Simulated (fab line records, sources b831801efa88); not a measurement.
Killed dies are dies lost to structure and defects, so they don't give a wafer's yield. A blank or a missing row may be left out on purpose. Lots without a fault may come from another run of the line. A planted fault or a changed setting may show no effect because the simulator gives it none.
Which tool did it? | flow sky130 | 12 lots, 36 wafers sampled, at 4 steps of a route of 708

WHAT THE GAUGES READ, wafer by wafer
SKY_SONOS_ONO_CD_MEAS_13: target cd 410 nm.
lot  | measured     | on        | cd_nm (nm)
L115 | day 13 01:26 | cd_sem-01 | 411.3 411.9 411.6
L116 | day 13 09:57 | cd_sem-02 | 414.5 414.4 416.8
L118 | day 13 15:52 | cd_sem-01 | 410.0 409.1 409.5
L120 | day 14 13:57 | cd_sem-01 | 410.6 409.1 409.1
L121 | day 14 23:55 | cd_sem-02 | 406.0 405.9 407.0
L128 | day 17 17:49 | cd_sem-02 | 408.1 409.9 408.6
L129 | day 18 01:38 | cd_sem-02 | 407.5 405.0 407.8
L130 | day 18 04:05 | cd_sem-01 | 412.4 412.1 412.2
L131 | day 18 08:55 | cd_sem-02 | 410.7 410.8 408.1
L132 | day 18 13:15 | cd_sem-02 | 411.1 409.0 410.4
L135 | day 19 19:02 | cd_sem-01 | 412.6 411.2 410.3
L136 | day 20 05:51 | cd_sem-01 | 412.3 409.5 412.3

SKY_POLY_GATE_THK_MEAS_21.
lot  | measured     | on            | POLY_GATE_OXIDATION_THK (nm)
L115 | day 16 19:19 | film_metro-01 | 3.94 4.02 4.04
L116 | day 17 03:38 | film_metro-03 | 4.00 4.00 4.01
L118 | day 17 12:34 | film_metro-03 | 4.09 3.94 3.93
L120 | day 18 16:23 | film_metro-01 | 4.16 4.23 4.16
L121 | day 19 02:05 | film_metro-04 | 4.01 4.07 4.08
L128 | day 21 21:58 | film_metro-04 | 3.90 4.02 4.00
L129 | day 22 08:41 | film_metro-03 | 3.99 3.93 4.04
L130 | day 22 10:11 | film_metro-01 | 4.12 4.08 3.92
L131 | day 22 15:23 | film_metro-01 | 4.05 4.03 4.15
L132 | day 22 21:28 | film_metro-03 | 4.00 4.00 4.00
L135 | day 24 00:20 | film_metro-04 | 4.07 3.94 3.93
L136 | day 24 09:08 | film_metro-01 | 4.08 4.05 4.08

SKY_LDD_HVN_TW_MEAS_10.
lot  | measured     | on            | LDD_HVN_TW
L115 | day 20 16:38 | film_metro-01 | 1425 1425 1431
L116 | day 20 23:13 | film_metro-01 | 1422 1422 1418
L118 | day 21 09:38 | film_metro-01 | 1257 1262 1255
L120 | day 22 14:24 | film_metro-01 | 1260 1255 1256
L121 | day 22 22:06 | film_metro-03 | 1261 1268 1263
L128 | day 25 16:04 | film_metro-01 | 1438 1434 1432
L129 | day 26 04:05 | film_metro-01 | 1428 1414 1417
L130 | day 26 05:11 | film_metro-03 | 1438 1448 1441
L131 | day 26 09:37 | film_metro-01 | 1424 1423 1426
L132 | day 26 15:43 | film_metro-03 | 1438 1439 1437
L135 | day 27 17:17 | film_metro-04 | 1436 1430 1435
L136 | day 28 00:56 | film_metro-04 | 1429 1433 1427

WHICH TOOL RAN EACH LOT (tool, then ch and the chambers of the sampled wafers, then the start)
lot  | SKY_LDD_HVN_IMPLANT_08
L115 | implanter-04 ch 0, day 20 16:25
L116 | implanter-03 ch 0, day 20 22:49
L118 | implanter-04 ch 0, day 21 09:24
L120 | implanter-04 ch 0, day 22 14:09
L121 | implanter-04 ch 0, day 22 21:54
L128 | implanter-04 ch 0, day 25 15:49
L129 | implanter-04 ch 0, day 26 03:52
L130 | implanter-04 ch 0, day 26 04:58
L131 | implanter-04 ch 0, day 26 09:23
L132 | implanter-04 ch 0, day 26 15:28
L135 | implanter-04 ch 0, day 27 17:04
L136 | implanter-01 ch 0, day 28 00:42
- SKY_LDD_HVN_IMPLANT_08

WHAT THE TOOLS THEMSELVES READ (means of the sampled wafers that have a number; where no wafer has one, the mark that the record gives instead)
SKY_LDD_HVN_IMPLANT_08.
lot  | tool         | beam_energy_keV | dose_ions_cm2 | faraday_current_uA
L115 | implanter-04 | 59.995          | 3e+13         | 170
L116 | implanter-03 | 60.000          | 3e+13         | 168
L118 | implanter-04 | 60.009          | 2e+13         | 115
L120 | implanter-04 | 60.012          | 2e+13         | 112
L121 | implanter-04 | 60.011          | 2e+13         | 115
L128 | implanter-04 | 59.996          | 3e+13         | 170
L129 | implanter-04 | 60.002          | 3e+13         | 167
L130 | implanter-04 | 59.989          | 3e+13         | 171
L131 | implanter-04 | 60.030          | 3e+13         | 170
L132 | implanter-04 | 60.021          | 3e+13         | 167
L135 | implanter-04 | 60.018          | 3e+13         | 166
L136 | implanter-01 | 60.031          | 3e+13         | 169

THE ANSWER, worked out from the rows above alone
Rule: what is usual is taken from the lots themselves. Put in order of their means at a reading, lots are off if they are a third of the lots or fewer, leave a main group of 4 or more, and stand apart from it by a gap of 3 or more times the standard deviation of the main group's means; of several such gaps the widest counts. A main group whose means are all the same, to the digits that the tables above print for the reading, isn't used. A lot without any number at a reading at which 4 lots or more have one is off too. The other lots that the step has rows for count as sound. The gauges are gone through in route order, then the tools' own readings, and for those a lot's mean is taken as printed above. The first step at which some lot is off is used, and at that step the reading that is off furthest; a lot without a number counts as furthest.
Off: L118, L120, L121, at SKY_LDD_HVN_TW_MEAS_10 (LDD_HVN_TW). The main group: mean 1430, standard deviation 7.4.
A tool fits if, at a process step before that reading, it ran every lot that is off, and no sound lot after the first of them. The gauges at SKY_LDD_HVN_TW_MEAS_10 aren't tried: what is off there is off at SKY_LDD_HVN_IMPLANT_08 too, on other tools, and a gauge's error can't cause that. None of those tried fits.

WHAT THE SIMULATOR HAD PUT IN
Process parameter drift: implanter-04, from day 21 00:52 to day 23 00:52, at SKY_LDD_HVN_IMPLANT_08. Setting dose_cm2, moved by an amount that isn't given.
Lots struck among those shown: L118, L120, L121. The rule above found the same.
